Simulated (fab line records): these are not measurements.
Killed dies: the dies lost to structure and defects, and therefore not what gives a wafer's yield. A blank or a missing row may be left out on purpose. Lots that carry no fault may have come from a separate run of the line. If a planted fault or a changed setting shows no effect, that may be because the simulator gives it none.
Comparing a struck lot with a sound one :: flow gf180mcu :: 17 steps out of a route of 602
Sound: the wafers L912.2, L912.3, L912.6. Wafers L921.2, L921.3, L921.5 were the ones struck. At the end, the cause is stated.
For every step that has rows: the tool of each side, followed by ch and its chambers, followed by its first start. Under that, the readings that differ: sound wafers :: struck wafers :: difference of the means :: sigmas: that difference in standard deviations of wafers without a fault.
alike: same words and numbers on both sides, and readings whose means sit less than 2 such deviations apart. not compared: any withheld reading, any reading some wafer has no value for, any bound like >300 that may hide the same value, and any number with overlapping values for which the record gives no deviation.
A row with sigmas, a row that says differs or no value, or rows on one side alone: a step with any of these is where the two part. Non-overlapping numbers with no deviation appear without sigmas and do not part them. A reading that every wafer of one side lacks parts them only if that side has two wafers or more.

first, 1 step without rows for these wafers: GF_STI_OXIDATION_01 (stabilise 600 s, purge 300 s, target thk 10 nm).
GF_STI_THK_MEAS_02:
  sound on film-metro-02 at day 3 23:49; struck on film-metro-04 at day 5 20:41
reading: STI_OXIDATION_THK (nm)
sound: 9.53 9.74 9.66
struck: 9.92 10.09 10.10
difference: +0.39
sigmas: +2
then, 1 step without rows for these wafers: GF_STI_CVD_03 (deposits Si3N4 from DCS/NH3, target thk 207.16 nm, time 3551 s).
GF_STI_THK_MEAS_04:
  sound on film-metro-04 at day 4 02:52; struck on film-metro-01 at day 5 22:44
  alike: STI_CVD_03_THK
then, 7 steps without rows for these wafers: GF_STI_DEHYDRATE_05 (time 60 s); GF_STI_HMDS_06 (prime time 60 s); GF_STI_COAT_07 (resist thk 700 nm); GF_STI_SOFTBAKE_08 (time 60 s); GF_STI_EXPOSE_09 (exposes mask COMP, target cd 220 nm); GF_STI_PEB_10 (peb time 90 s); GF_STI_DEVELOP_11 (develop time 60 s).
GF_STI_CD_MEAS_12: target cd 220 nm.
  sound on cd-sem-01 at day 4 16:20; struck on cd-sem-01 at day 6 13:27
reading: cd-nm (nm)
sound: 217.4 216.7 218.4
struck: 220.4 220.2 221.2
difference: +3.1
sigmas: +3
GF_STI_ETCH_13: etches the open film in CHF3/O2, stops on Si, target depth 282.31 nm, time 112.9 s.
  sound on rie-diel-03 ch 0,2, day 4 16:26; struck on rie-diel-03 ch 0,1,3, day 6 13:33
reading: oes-product-au (a.u.)
sound: 0.830 0.822 0.836
struck: 0.773 0.782 0.783
difference: -0.050
sigmas: -8

reading: model.KrF_of_STI_COAT_07.thk-nm (nm)
sound: 439.2 440.3 440.2
struck: 407.5 406.1 409.9
difference: -32.1
sigmas: 
  alike: drypump-motor-current-A, rf-fwd-power-W, throttle-valve-pct
  not compared: rf-hours-counter-h
GF_STI_ETCH_14: etches Si in HBr/Cl2/O2, target depth 360 nm, time 102.9 s.
  sound on rie-si-01 ch 0,1,3, day 4 16:31; struck on rie-si-01 ch 0,3, day 6 13:38
reading: model.KrF_of_STI_COAT_07.thk-nm (nm)
sound: 321 321.7 319.1
struck: 289 283.9 287.9
difference: -34
sigmas: 
  alike: drypump-motor-current-A, oes-product-au, rf-fwd-power-W, throttle-valve-pct
  not compared: rf-hours-counter-h
GF_STI_STRIP_15: strips in O2/N2.
  sound on plasma-asher-01 ch 0,1, day 4 16:35; struck on plasma-asher-01 ch 0,1, day 6 13:43
reading: oes-product-au (a.u.)
sound: 0.386 0.375 0.381
struck: 0.372 0.363 0.373
difference: -0.011
sigmas: -2

reading: strip-time-to-endpoint-s (s)
sound: 3.73 3.75 3.72
struck: 3.40 3.34 3.39
difference: -0.36
sigmas: -8
  alike: drypump-motor-current-A, heater-power-w
  not compared: rf-hours-counter-h
then, 1 step without rows for these wafers: GF_STI_CLEAN_16 (cleans in dHF, time 25 s).
GF_PASSIVATION_PROBE_99:
  sound wafers here have rows in the record (prober-02, day 32 13:14); struck ones have none

== WHERE THEY PART ==
Last at GF_PASSIVATION_PROBE_99 as far as this record goes, first at GF_STI_THK_MEAS_02.

WHY: the cause the simulator had injected
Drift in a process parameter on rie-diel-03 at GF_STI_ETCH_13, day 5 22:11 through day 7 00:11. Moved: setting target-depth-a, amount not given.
